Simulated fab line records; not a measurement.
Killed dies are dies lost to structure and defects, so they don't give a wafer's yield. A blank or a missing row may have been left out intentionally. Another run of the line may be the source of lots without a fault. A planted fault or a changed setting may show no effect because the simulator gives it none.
One fault through the eyes of 2 desks :: flow sky130 :: numbers are kept per desk, each desk with only its own; the story behind them comes last

## THE TOOL OWNER'S DESK: litho_track-03
The tool's own readings at SKY_SONOS_TUNNEL_DEVELOP_06 (develop time 58.11 s): means of the sampled wafers that have a number, for each lot that ran on this tool. Any lot whose mean is over 4 standard deviations away from the usual mean is out of limits and marked OUT; that distance is given in the brackets.
Columns: A = developer_temp_C at SKY_SONOS_TUNNEL_DEVELOP_06, usual 23.01 C; B = resist_line_temp_C at SKY_SONOS_TUNNEL_DEVELOP_06, usual 23.00 C
lot: L574
first seen here: day 12 19:19
A: 22.97
B: 23.05

lot: L580
first seen here: day 14 13:58
A: 20.60 (-24) OUT
B: 23.01

lot: L579
first seen here: day 14 18:29
A: 20.66 (-24) OUT
B: 23.06

lot: L581
first seen here: day 14 21:29
A: 20.83 (-22) OUT
B: 23.05
This desk finds L579, L580, L581 out of limits, L580 being first, at day 14 13:58 (developer_temp_C at SKY_SONOS_TUNNEL_DEVELOP_06). L574 stayed within limits.

## AT THE METROLOGY DESK
Lot by lot, what the gauges showed, no matter which tool ran the lot: averages of those sampled wafers that carry a number. Any lot whose mean is over 4 standard deviations away from the usual mean is out of limits and marked OUT; that distance is given in the brackets.
Columns: A = VT_ADJUST_PCH_OVL at SKY_VT_ADJUST_PCH_OVL_MEAS_07, usual 0.5 nm; B = VT_ADJUST_PCH_TW at SKY_VT_ADJUST_PCH_TW_MEAS_10, usual 142.7; C = cd_nm at SKY_SONOS_TUNNEL_CD_MEAS_07, usual 410.3 nm
lot: L571
first seen here: day 10 18:52
A: 2.8
B: 142.6
C: 412.9

lot: L574
first seen here: day 11 18:44
A: 2.2
B: 141.3
C: 413.2

lot: L580
first seen here: day 13 12:10
A: -0.5
B: 145.1
C: 415.8

lot: L579
first seen here: day 13 16:03
A: 1.0
B: 141.0
C: 414.4

lot: L581
first seen here: day 13 19:08
A: 1.1
B: 142.0
C: 415.4

lot: L587
first seen here: day 15 23:41
A: 0.9
B: 145.3
C: 411.6

lot: L593
first seen here: day 17 18:29
A: 1.2
B: 143.1
C: 409.5
This desk's verdict: no lot among the 7 shows anything out of limits.

## BROUGHT TOGETHER
The tool owner's desk could have raised an alarm at day 14 13:58, on L579, L580, L581.
The metrology desk saw nothing out of limits.
The metrology desk has L579, L580, L581 on record, within its limits.
On litho_track-03, each named lot ran SKY_SONOS_TUNNEL_DEVELOP_06.

## WHAT THE SIMULATOR HAD INSERTED
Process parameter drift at SKY_SONOS_TUNNEL_DEVELOP_06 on litho_track-03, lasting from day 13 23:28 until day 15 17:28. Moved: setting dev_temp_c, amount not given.
Lots struck among those shown: L579, L580, L581.
Each desk's first reading out of limits, in hours after the fault started: the tool owner's desk, 14.
